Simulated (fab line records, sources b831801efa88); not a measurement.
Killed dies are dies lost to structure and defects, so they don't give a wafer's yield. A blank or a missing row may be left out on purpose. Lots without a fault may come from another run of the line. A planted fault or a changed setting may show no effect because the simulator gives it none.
fab line records | flow sky130
record lots=6 wafers=18 last_day=50
route steps=708 shown LDD_P@259 LDD_HVN@267
lots that met no fault: from a run of the same line without faults
start_h: hours from the record's first day to the start of the lot's first wafer shown | wait_h: hours since the lot's step before | " the same as in the row above | L1.1+2: a row that stands for several wafers | - no value, or no start given | * or withheld: withheld | < > ~ a bound
route shown NAME@n: a module of which the file shows steps, and the number in the route of the first | usual: mean/standard deviation of fault-free wafers | same: alike in all rows | chamber/n: place in a boat | sites: the reading at each site | _std_site: their standard deviation | _edge_site: outer sites' mean less inner sites' | radius_mm: how far each site lies from the wafer's centre | mask NAME#n: copy n | behind: the tool/chamber that last shaped the wafer | hold: why the lot was held/for how many hours/how that ended | device: the transistor (n, p or np) that didn't switch | end of line: the same wafers' tests at the end of the route | a step without rows: its recipe alone | killed: dies lost to structure and defects at the first sort, not the wafer's yield | map: a wafer's dies, x killed, . not, _ none there
set.NAME: the setting as run; set.NAME@STEP: as run at that earlier step | model.NAME: the simulator's own value behind a step, which no gauge read
lots at some steps of the route; a table a step, a row a wafer
services: from which hour (start_h, from the record's first day; less than 0 if before it) a tool's chamber was out of use, for how many hours, and why
## steps
# step SKY_LDD_P_EXPOSE_04
# recipe mask_id=PSDM na=0.6 source_shape=conventional sigma_outer=0.6 polarization=unpolarized target_cd_nm=380 dose_mj=138
# step SKY_LDD_P_PEB_05
# recipe temp_c=withheld time_s=* resist=NOVOLAK
# step SKY_LDD_P_DEVELOP_06
# recipe resist=NOVOLAK developer=TMAH develop_time_s=60 dev_temp_c=23
# step SKY_LDD_P_CD_MEAS_07
# recipe target_cd_nm=380
# usual cd_nm=379.8/2.3
# columns lot.wafer tool chamber start_h wait_h cd_nm
L619.2 cd_sem-02 - 471.93 0.1 380.6
L619.3 " - " " 381.1
L619.5 " - " " 377.1
L623.1 cd_sem-01 - 520.51 0.1 378.8
L623.3 " - " " 379.0
L623.6 " - " " 379.6
L625.2 cd_sem-01 - 524.32 0.2 376.3
L625.3 " - " " 378.7
L625.4 " - " " 378.6
L632.1 cd_sem-02 - 570.11 0.1 378.0
L632.2 " - " " 380.6
L632.5 " - " " 378.0
L635.1 cd_sem-01 - 598.21 0.1 376.9
L635.2 " - " " 378.2
L635.4 " - " " 375.4
L639.3 cd_sem-02 - 620.15 0.1 381.7
L639.5 " - " " 380.7
L639.6 " - " " 377.8
# step SKY_LDD_P_OVL_MEAS_08
# usual LDD_P_OVL=1.0/1.3
# columns lot.wafer tool chamber start_h wait_h LDD_P_OVL[nm]
L619.2 overlay-01 - 472.03 0.1 2.1
L619.3 " - " " 0.9
L619.5 " - " " 0.2
L623.1 overlay-01 - 520.63 0.1 1.6
L623.3 " - " " 3.2
L623.6 " - " " 2.4
L625.2 overlay-02 - 524.43 0.1 0.8
L625.3 " - " " 1.5
L625.4 " - " " 2.2
L632.1 overlay-02 - 570.23 0.1 2.0
L632.2 " - " " 2.7
L632.5 " - " " 1.8
L635.1 overlay-01 - 598.33 0.1 1.5
L635.2 " - " " 3.3
L635.4 " - " " 0.7
L639.3 overlay-02 - 620.24 0.1 -0.5
L639.5 " - " " 0.9
L639.6 " - " " 1.0
# step SKY_LDD_P_IMPLANT_09
# recipe species=BF2 energy_kev=25 dose_cm2=1e+13 tilt_deg=withheld
# step SKY_LDD_P_STRIP_10
# recipe chemistry=O2/N2 power_w=1400 pressure_mtorr=1500 platen_temp_c=withheld o2_flow_sccm=3000 n2_flow_sccm=300 overash_fraction=0.5
# usual drypump_motor_current_A=5.8/0.37 oes_product_au=0.715/0.004 strip_time_to_endpoint_s=14.18/0.04
# columns lot.wafer tool chamber start_h wait_h drypump_motor_current_A oes_product_au rf_hours_counter_h strip_time_to_endpoint_s
L619.2 plasma_asher-04 1 472.21 0.1 5.4 0.716 79 14.17
L619.3 " 1 " " 5.4 0.717 - 14.16
L619.5 " 1 " " 5.3 0.716 - 14.16
L623.1 plasma_asher-03 1 520.81 0.1 6.1 0.715 72 14.20
L623.3 " 1 " " 6.0 0.714 - 14.20
L623.6 " 1 " " 6.0 0.721 - 14.17
L625.2 plasma_asher-02 1 524.61 0.1 5.6 0.720 9 14.18
L625.3 " 0 " " 5.6 0.715 - 14.18
L625.4 " 1 " " 5.6 0.714 - 14.16
L632.1 plasma_asher-02 1 570.41 0.1 5.6 0.712 14 14.23
L632.2 " 0 " " 5.6 0.715 14 14.20
L632.5 " 1 " " 5.6 0.714 - 14.17
L635.1 plasma_asher-03 1 598.51 0.1 6.1 0.713 79 14.17
L635.2 " 0 " " 6.5 0.718 79 14.15
L635.4 " 1 " " 6.0 0.707 - 14.14
L639.3 plasma_asher-03 0 620.45 0.1 6.5 0.705 - 14.23
L639.5 " 1 " " 6.0 0.715 - 14.26
L639.6 " 0 " " 6.5 0.705 - 14.22
# step SKY_LDD_P_TW_MEAS_11
# usual LDD_P_TW=639/3.7
# columns lot.wafer tool chamber start_h wait_h LDD_P_TW
L619.2 film_metro-01 - 472.32 0.1 639
L619.3 " - " " 636
L619.5 " - " " 640
L623.1 film_metro-04 - 520.91 0.1 646
L623.3 " - " " 641
L623.6 " - " " 642
L625.2 film_metro-01 - 524.72 0.1 642
L625.3 " - " " 642
L625.4 " - " " 638
L632.1 film_metro-04 - 570.51 0.1 637
L632.2 " - " " 640
L632.5 " - " " 634
L635.1 film_metro-02 - 598.61 0.1 643
L635.2 " - " " 641
L635.4 " - " " 640
L639.3 film_metro-04 - 620.53 0.1 641
L639.5 " - " " 640
L639.6 " - " " 637
# step SKY_LDD_HVN_DEHYDRATE_00
# recipe temp_c=200 time_s=60
# step SKY_LDD_HVN_HMDS_01
# recipe prime_time_s=60 prime_temp_c=120
# step SKY_LDD_HVN_COAT_02
# recipe resist=NOVOLAK spin_rpm=3000 resist_thk_nm=300
# step SKY_LDD_HVN_SOFTBAKE_03
# recipe temp_c=90 time_s=60 resist=NOVOLAK
# step SKY_LDD_HVN_EXPOSE_04
# recipe mask_id=HVNTM na=0.6 source_shape=conventional sigma_outer=0.6 polarization=unpolarized target_cd_nm=700 dose_mj=127
# usual exposure_dose_mJ_cm2=127.00/0.12 focus_offset_nm=-0.1/0.55
# columns lot.wafer tool chamber start_h wait_h mask exposure_dose_mJ_cm2 focus_offset_nm
L619.2 iline_stepper-02 0 488.78 - HVNTM#0 127.13 0.1
L619.3 " 0 " " HVNTM#0 127.02 0.8
L619.5 " 0 " " HVNTM#0 127.17 0.1
L623.1 iline_stepper-01 - 535.11 - HVNTM#0 - -
L623.3 " - " " HVNTM#0 - -
L623.6 " - " " HVNTM#0 - -
L625.2 iline_stepper-01 - 538.79 - HVNTM#0 - -
L625.3 " - " " HVNTM#0 - -
L625.4 " - " " HVNTM#0 - -
L632.1 iline_stepper-01 0 586.38 - HVNTM#0 127.02 -0.4
L632.2 " 0 " " HVNTM#0 127.04 -0.8
L632.5 " 0 " " HVNTM#0 127.00 -0.3
L635.1 iline_stepper-02 0 613.70 - HVNTM#0 127.03 0.3
L635.2 " 0 " " HVNTM#0 126.91 1.1
L635.4 " 0 " " HVNTM#0 127.04 0.1
L639.3 iline_stepper-01 0 635.66 - HVNTM#0 127.04 0.2
L639.5 " 0 " " HVNTM#0 126.93 0.2
L639.6 " 0 " " HVNTM#0 127.08 -0.5
# step SKY_LDD_HVN_PEB_05
# recipe temp_c=withheld time_s=* resist=NOVOLAK
## services
# columns tool chamber start_h hours kind
plasma_asher-03 - 465.74 1.2 repair
iline_stepper-01 0 473.34 - calibration
iline_stepper-01 - 479.15 1.7 pm
iline_stepper-01 - 500.97 10.7 repair
iline_stepper-02 - 511.67 3.8 repair
iline_stepper-02 - 544.01 3.5 repair
plasma_asher-03 - 561.76 9.4 repair
iline_stepper-01 - 570.05 7.3 repair
iline_stepper-02 - 633.30 6.0 repair
## key
first_sign step=SKY_LDD_HVN_EXPOSE_04 reading=tool_record direction=missing
effect none on later readings
met_at SKY_LDD_HVN_EXPOSE_04
struck_wafers L623.1,L623.3,L623.6,L625.2,L625.3,L625.4
sort_left_out L623.1,L623.3,L623.6,L625.2,L625.3,L625.4
tester_left_out L623,L625
fault kind=skipped_step_whole tool=iline_stepper-01 chamber=- onset_h=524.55 steps=SKY_LDD_HVN_EXPOSE_04 scope=struck_lots_only
# tester_left_out: of these lots the tester's yield and bins aren't shown, on N5 and GAA mostly nor the transistor test; their killed dies are dies lost to structure and defects alone, not to doping, threshold or leakage, so they don't give the yield
# sort_left_out: the simulated sort isn't trusted on such a fault, so these wafers' sort isn't shown, and their yield isn't known
